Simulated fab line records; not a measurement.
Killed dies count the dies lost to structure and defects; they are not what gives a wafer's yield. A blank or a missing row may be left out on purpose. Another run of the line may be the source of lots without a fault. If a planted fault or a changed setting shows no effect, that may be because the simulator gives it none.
Comparing a struck lot with a sound one + flow gf180mcu + 14 steps out of a route of 602
Sound: the wafers L605.1, L605.4, L605.5. The struck wafers were L613.2, L613.3, L613.6. Last of all comes the cause.
Each step with rows lists, per side, the tool, then ch with its chambers, then its first start. Under that, the readings that differ: sound wafers + struck wafers + difference of the means + sigmas: that difference in standard deviations of wafers without a fault.
alike: same words and numbers on both sides, and readings whose means sit less than 2 such deviations apart. not compared: any withheld reading, any reading some wafer has no value for, any bound like >300 that may hide the same value, and any number with overlapping values for which the record gives no deviation.
The two part at a step that has a row with sigmas, a row that says differs or no value, or rows on one side only. Non-overlapping numbers with no deviation appear without sigmas and do not part them. A reading that every wafer of one side lacks parts them only if that side has two wafers or more.

GF_V1_CMP_26: polishes, stops on SiO2, t overpolish 15 s, target thk 0 nm.
  sound on cmp-01 ch 0,1,2, day 20 22:50; struck on cmp-02 ch 0,2,3, day 24 03:02
  alike: edgeZonePressureFrac, motorCurrentA, overpolishRunS, platenRpm, timeToEndpointS
GF_M2_SPUTTER_00: material Ti, target thk 37.5 nm, time 150 s.
  struck on pvdSputter-04, day 24 03:20; sound on pvdSputter-02, day 20 23:02
  alike: throttleValvePct
GF_M2_SPUTTER_01: material TiN, target thk 30 nm, time 25 s.
  struck on pvdSputter-04, day 24 03:26; sound on pvdSputter-02, day 20 23:08
| reading              | sound          | struck         | difference | sigmas |
|----------------------|----------------|----------------|------------|--------|
| throttleValvePct (%) | 31.3 33.1 31.2 | 29.5 28.7 28.7 | -2.9       | -2     |
then, 1 step without rows for these wafers: GF_M2_SPUTTER_02 (material AlCu, target thk 450 nm, time 23.9 s).
GF_M2_SPUTTER_03: material Ti, target thk 10 nm, time 6.7 s.
  struck on pvdSputter-04, day 24 03:29; sound on pvdSputter-02, day 20 23:12
| reading              | sound          | struck         | difference | sigmas |
|----------------------|----------------|----------------|------------|--------|
| throttleValvePct (%) | 31.2 32.9 31.5 | 29.4 28.8 28.7 | -2.9       | -2     |
GF_M2_SPUTTER_04: material TiN, target thk 50 nm, time 41.7 s.
  struck on pvdSputter-04, day 24 03:31; sound on pvdSputter-02, day 20 23:13
| reading              | sound          | struck         | difference | sigmas |
|----------------------|----------------|----------------|------------|--------|
| throttleValvePct (%) | 31.4 33.0 31.3 | 29.6 28.7 28.6 | -2.9       | -2     |
GF_M2_RS_MEAS_05: uses a four-point probe to measure.
  struck on filmMetro-01, day 24 03:34; sound on filmMetro-01, day 20 23:16
  alike: M2_ALCU_RS
GF_M2_THK_MEAS_06: measures by xrf.
  struck on filmMetro-01, day 24 03:41; sound on filmMetro-01, day 20 23:23
  alike: M2_ALCU_THK
then, 4 steps without rows for these wafers: GF_M2_DEHYDRATE_07 (time 60 s); GF_M2_HMDS_08 (prime time 60 s); GF_M2_COAT_09 (resist thk 1000 nm); GF_M2_SOFTBAKE_10 (time 60 s).
GF_M2_EXPOSE_11: exposes mask Metal2, target cd 280 nm.
  sound on krfScanner-01 ch 0, day 21 11:41; struck on krfScanner-01, day 24 14:49
  no value came back on the struck wafers for exposureDoseMJCm2, focusOffsetNm (nm), stageVelMmS (mm/s); on the sound wafers exposureDoseMJCm2 reads 28.034 27.991 27.983
  alike: mask
then, 1 step without rows for these wafers: GF_M2_PEB_12 (peb time 90 s).

## WHERE THEY PART
Earliest at GF_M2_SPUTTER_01; latest, in this record, at GF_M2_EXPOSE_11.

WHY: what had been put in by the simulator
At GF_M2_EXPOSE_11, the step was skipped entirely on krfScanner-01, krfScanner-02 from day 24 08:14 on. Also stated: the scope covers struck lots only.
